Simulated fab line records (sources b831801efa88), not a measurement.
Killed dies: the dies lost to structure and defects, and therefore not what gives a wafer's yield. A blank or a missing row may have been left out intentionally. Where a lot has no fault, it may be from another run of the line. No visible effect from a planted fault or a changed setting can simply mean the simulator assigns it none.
8D (eight disciplines) problem report, filled in by code -- flow gf180mcu -- the parts of the form that need people (team, actions taken, sign-off) are left out

1. THE ISSUE
Wafers without a fault read 93.05 W, standard deviation 0.062; heater-power-total-W at GF_V1_SOFTBAKE_10 reads a mean of 91.86 W on 6 wafers belonging to 2 lots. Relative to the usual mean, that is a shift of -19 standard deviations.
The step: time 60 s.
The first sign was on wafer L211.1 at day 23 22:00, on litho-track-04. Wafers with a number at this step in the record: 39, from 13 lots. Rule for "out" (also "out of limits"): further than 4 standard deviations from the usual mean. The rest of the wafers with a number are treated as sound.

2. WHAT IT IS, AND WHAT IT ISN'T
question,is,is not
which readings at this step,"heater-power-total-W, plate-temp-C",-
which lots,"L211, L212","L194, L197, L199, L200, L201, L203, L213, L214, L215, L216, L217"
which wafers of those lots,all that have a number,-
read on which tools,litho-track-04,"litho-track-01, litho-track-02"
when,from day 23 22:00,"up to then (18 sound wafers); but 15 sound wafers of L213, L214, L215, L216, L217 came after"

3. SUSPECTS, AND WHAT RULES EACH OUT
Counting: a tool at any process step up to the reading remains a suspect when it ran all the lots that are out and ran no sound lot after the first of those.
- litho-track-04 at GF_V1_SOFTBAKE_10 (time 60 s): kept. Every lot that is out went through it, starting with L211 (day 23 22:00), and after that it ran no sound lot; the last sound lot it ran before then is L197 (day 18 21:00). Out on those wafers are its own readings of heater-power-total-W, plate-temp-C.
The count leaves litho-track-04 at GF_V1_SOFTBAKE_10.

4. THE CAUSE (what the simulator had put in)
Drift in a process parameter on litho-track-04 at GF_V1_SOFTBAKE_10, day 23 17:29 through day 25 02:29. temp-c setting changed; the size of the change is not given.
After counting, this tool was the only one left.

5. THE EFFECT CHAIN, in route order
Rows list readings where the struck wafers' mean (over those with a number) sits beyond 3 standard deviations from the usual. Readings are gone through only where the record gives a usual standard deviation; hours: the median, over the lots, of the time from a lot's start at the first step in this table giving one to that lot's start at this step; sigmas: the change measured in usual standard deviations.
hours,step,reading,usual,on struck wafers,change,sigmas
0,GF_V1_SOFTBAKE_10,heater-power-total-W,93.05 W,91.86,-1.19,-19
0,GF_V1_SOFTBAKE_10,plate-temp-C,130.01 C,128.72,-1.29,-9.9
It contains these process steps:
- GF_V1_SOFTBAKE_10: time 60 s.

6. HOW IT WOULD HAVE BEEN CAUGHT EARLIER
5 hours passed between the start of the fault at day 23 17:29 and the first reading out of limits in this record, taken at day 23 22:00.
